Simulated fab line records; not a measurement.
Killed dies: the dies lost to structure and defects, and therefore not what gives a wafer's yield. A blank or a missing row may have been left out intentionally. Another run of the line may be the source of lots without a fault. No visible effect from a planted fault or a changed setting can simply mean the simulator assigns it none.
Which tool is to blame?    flow sky130    7 lots with 21 wafers sampled at 2 steps, on a route of 708 steps

WHAT EACH GAUGE READ, for each wafer
SKY_SD_N_RS_MEAS_18: measures by four-point-probe.
lot   measured      on            RES_XHIGH_RS (ohm/sq)
L626  day 28 18:51  filmMetro-02  332.3 332.3 333.0
L629  day 30 03:55  filmMetro-03  333.9 334.1 332.7
L632  day 31 07:25  filmMetro-03  333.4 333.2 333.9
L635  day 32 00:10  filmMetro-02  330.5 332.8 333.0
L640  day 33 19:39  filmMetro-03  335.0 332.7 332.9
L645  day 35 01:59  filmMetro-03  399.6 397.7 398.7 399.3 399.0 398.9
L647  day 35 12:08  filmMetro-04  335.1 335.0 333.8

EACH LOT AND THE TOOL THAT RAN IT (in order: tool; ch and the chambers of the sampled wafers; start)
lot   SKY_RES_XHIGH_IMPLANT_07
L626  implanter-03 ch 0, day 27 13:40
L629  implanter-01 ch 0, day 28 23:02
L632  implanter-02 ch 0, day 30 02:32
L635  implanter-02 ch 0, day 30 18:59
L640  implanter-02 ch 0, day 32 15:08
L645  implanter-01 ch 0, day 33 22:27
L647  implanter-03 ch 0, day 34 08:40
- SKY_RES_XHIGH_IMPLANT_07

THE ANSWER, worked out from the rows above alone
Rule: usual is defined by the lots themselves. Put in order of their means at a reading, lots are off if they are a third of the lots or fewer, leave a main group of 4 or more, and stand apart from it by a gap of 3 or more times the standard deviation of the main group's means; of several such gaps the widest counts. The tables above print the reading to a certain number of digits; a main group whose means all agree to those digits is not used. A lot without any number at a reading at which 4 lots or more have one is off too. All remaining lots with rows at the step are treated as sound.
Off: L645, seen at SKY_SD_N_RS_MEAS_18 (RES_XHIGH_RS). For the main group the mean is 333.3 ohm/sq and the standard deviation 0.81.
A tool fits if, at a process step before that reading, it ran every lot that is off, and no sound lot after the first of them. The gauges at SKY_SD_N_RS_MEAS_18 are tried like those tools. Can't be told from this: 2 tools fit, implanter-01 at SKY_RES_XHIGH_IMPLANT_07, filmMetro-03 at SKY_SD_N_RS_MEAS_18.

WHAT HAD BEEN PUT IN BY THE SIMULATOR
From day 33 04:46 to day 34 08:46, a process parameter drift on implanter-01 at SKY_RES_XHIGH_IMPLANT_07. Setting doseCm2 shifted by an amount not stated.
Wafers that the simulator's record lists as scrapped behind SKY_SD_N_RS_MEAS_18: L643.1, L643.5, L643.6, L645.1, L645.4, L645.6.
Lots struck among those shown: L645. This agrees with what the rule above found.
